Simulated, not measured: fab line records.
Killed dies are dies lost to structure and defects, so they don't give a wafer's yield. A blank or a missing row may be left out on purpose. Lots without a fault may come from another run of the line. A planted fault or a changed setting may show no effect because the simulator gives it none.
A sampling plan put to the test | flow sky130 | one fab line, 16 faults that these records tell of, each judged on the records of the lots that it struck
The plan consists of the line's own looks: route steps at which the wafer is read by a gauge or an inspection but not changed. Where struck wafers have a number at a look and the file lists that look's usual mean and standard deviation on fault-free wafers, the look can be judged. Caught: 4 or more of those standard deviations (sigma) separate the usual mean from the mean of the struck wafers at a look after the fault's first step. On the tool: the fault's steps, tested the same way using the tool's own readings. Another recipe on the struck wafers, or a record that is blank for them alone, also counts as caught.

== THE FAULTS, as the simulator had put them in ==
1. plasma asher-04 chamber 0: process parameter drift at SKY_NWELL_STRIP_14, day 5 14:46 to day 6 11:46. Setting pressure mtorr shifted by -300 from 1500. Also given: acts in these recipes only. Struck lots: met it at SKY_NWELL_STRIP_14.
2. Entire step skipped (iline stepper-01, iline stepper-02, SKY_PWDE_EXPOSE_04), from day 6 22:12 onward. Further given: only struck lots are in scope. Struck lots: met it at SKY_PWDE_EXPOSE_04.
3. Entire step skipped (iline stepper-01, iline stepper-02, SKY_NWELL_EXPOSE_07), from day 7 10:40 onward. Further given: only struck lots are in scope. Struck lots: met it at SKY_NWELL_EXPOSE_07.
4. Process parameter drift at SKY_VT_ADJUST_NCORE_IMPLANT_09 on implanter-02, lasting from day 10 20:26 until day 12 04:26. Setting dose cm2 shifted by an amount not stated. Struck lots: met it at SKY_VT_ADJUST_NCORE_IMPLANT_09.
5. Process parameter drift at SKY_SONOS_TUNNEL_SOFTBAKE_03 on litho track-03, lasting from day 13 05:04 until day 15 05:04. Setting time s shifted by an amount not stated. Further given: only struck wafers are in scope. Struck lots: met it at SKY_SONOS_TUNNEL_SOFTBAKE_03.
6. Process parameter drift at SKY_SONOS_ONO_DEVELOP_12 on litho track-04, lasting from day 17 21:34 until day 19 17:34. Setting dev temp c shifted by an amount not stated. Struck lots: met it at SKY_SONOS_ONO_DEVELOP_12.
7. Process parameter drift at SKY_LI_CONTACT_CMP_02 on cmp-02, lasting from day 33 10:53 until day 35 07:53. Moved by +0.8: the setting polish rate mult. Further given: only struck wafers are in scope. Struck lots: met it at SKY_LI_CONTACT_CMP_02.
8. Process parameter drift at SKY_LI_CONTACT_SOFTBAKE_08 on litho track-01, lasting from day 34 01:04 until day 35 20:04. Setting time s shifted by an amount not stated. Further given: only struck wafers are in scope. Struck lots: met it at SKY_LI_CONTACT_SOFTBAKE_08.
9. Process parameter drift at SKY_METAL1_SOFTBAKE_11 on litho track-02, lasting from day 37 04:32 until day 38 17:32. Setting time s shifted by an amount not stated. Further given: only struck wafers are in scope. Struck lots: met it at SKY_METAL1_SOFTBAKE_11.
10. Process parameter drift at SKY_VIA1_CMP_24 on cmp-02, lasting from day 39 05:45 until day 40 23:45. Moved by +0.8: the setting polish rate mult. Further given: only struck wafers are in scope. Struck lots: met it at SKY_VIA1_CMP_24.
11. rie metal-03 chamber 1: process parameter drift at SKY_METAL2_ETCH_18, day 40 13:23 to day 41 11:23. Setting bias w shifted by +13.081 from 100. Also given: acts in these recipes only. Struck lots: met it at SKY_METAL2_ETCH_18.
12. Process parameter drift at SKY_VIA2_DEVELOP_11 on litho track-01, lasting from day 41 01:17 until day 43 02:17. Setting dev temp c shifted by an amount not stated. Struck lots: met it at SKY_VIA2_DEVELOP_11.
13. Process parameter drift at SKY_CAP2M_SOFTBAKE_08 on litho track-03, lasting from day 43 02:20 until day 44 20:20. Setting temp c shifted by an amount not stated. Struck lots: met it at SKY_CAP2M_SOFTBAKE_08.
14. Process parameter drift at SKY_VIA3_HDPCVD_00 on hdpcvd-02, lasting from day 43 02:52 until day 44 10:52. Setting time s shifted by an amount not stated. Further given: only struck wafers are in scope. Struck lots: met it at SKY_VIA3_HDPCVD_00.
15. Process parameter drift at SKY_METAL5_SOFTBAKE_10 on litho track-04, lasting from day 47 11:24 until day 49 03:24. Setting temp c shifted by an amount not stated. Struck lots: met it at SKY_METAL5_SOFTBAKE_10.
16. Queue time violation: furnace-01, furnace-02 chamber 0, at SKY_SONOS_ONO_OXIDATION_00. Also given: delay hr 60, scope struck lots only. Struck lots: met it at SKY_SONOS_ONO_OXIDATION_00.

== WHAT THE PLAN SAW ==
fault | on the tool itself                         | first look that catches it                      | reading, sigma | median hours from its first step to that look | hours from the fault's start to the first struck lot there | judged looks passed uncaught
1     | chamber pressure mTorr -99 or beyond sigma | no look after it can be judged                  | -              | -                                             | -                                                          | 0
2     | no reading that can be judged              | none of the 2 looks that can be judged after it | -              | -                                             | -                                                          | 2
3     | no reading that can be judged              | none of the 2 looks that can be judged after it | -              | -                                             | -                                                          | 2
4     | dose ions cm2 +99 or beyond sigma          | no look after it can be judged                  | -              | -                                             | -                                                          | 0
5     | run length s +49 sigma                     | no look after it can be judged                  | -              | -                                             | -                                                          | 0
6     | developer temp C +8.4 sigma                | not the one look that can be judged after it    | -              | -                                             | -                                                          | 1
7     | time to endpoint s -4.2 sigma              | no look after it can be judged                  | -              | -                                             | -                                                          | 0
8     | run length s -19 sigma                     | no look after it can be judged                  | -              | -                                             | -                                                          | 0
9     | run length s +22 sigma                     | no look after it can be judged                  | -              | -                                             | -                                                          | 0
10    | time to endpoint s -6.9 sigma              | not the one look that can be judged after it    | -              | -                                             | -                                                          | 1
11    | bias w +43 sigma                           | no look after it can be judged                  | -              | -                                             | -                                                          | 0
12    | developer temp C +5.8 sigma                | not the one look that can be judged after it    | -              | -                                             | -                                                          | 1
13    | heater power total W +17 sigma             | no look after it can be judged                  | -              | -                                             | -                                                          | 0
14    | run length s -18 sigma                     | not the one look that can be judged after it    | -              | -                                             | -                                                          | 1
15    | heater power total W +55 sigma             | no look after it can be judged                  | -              | -                                             | -                                                          | 0
16    | under 2 sigma                              | not the one look that can be judged after it    | -              | -                                             | -                                                          | 1
A dash: this means the fault isn't caught or the number doesn't appear in these records.

Caught at a look: 0 of 16. Caught on the tool: 13 of 16. By one or the other: 13 of 16.
Faults caught by the tool alone: 1, 4, 5, 6, 7, 8, 9, 10, 11, 12, 13, 14, 15.
Caught by neither: faults 2, 3, 16.
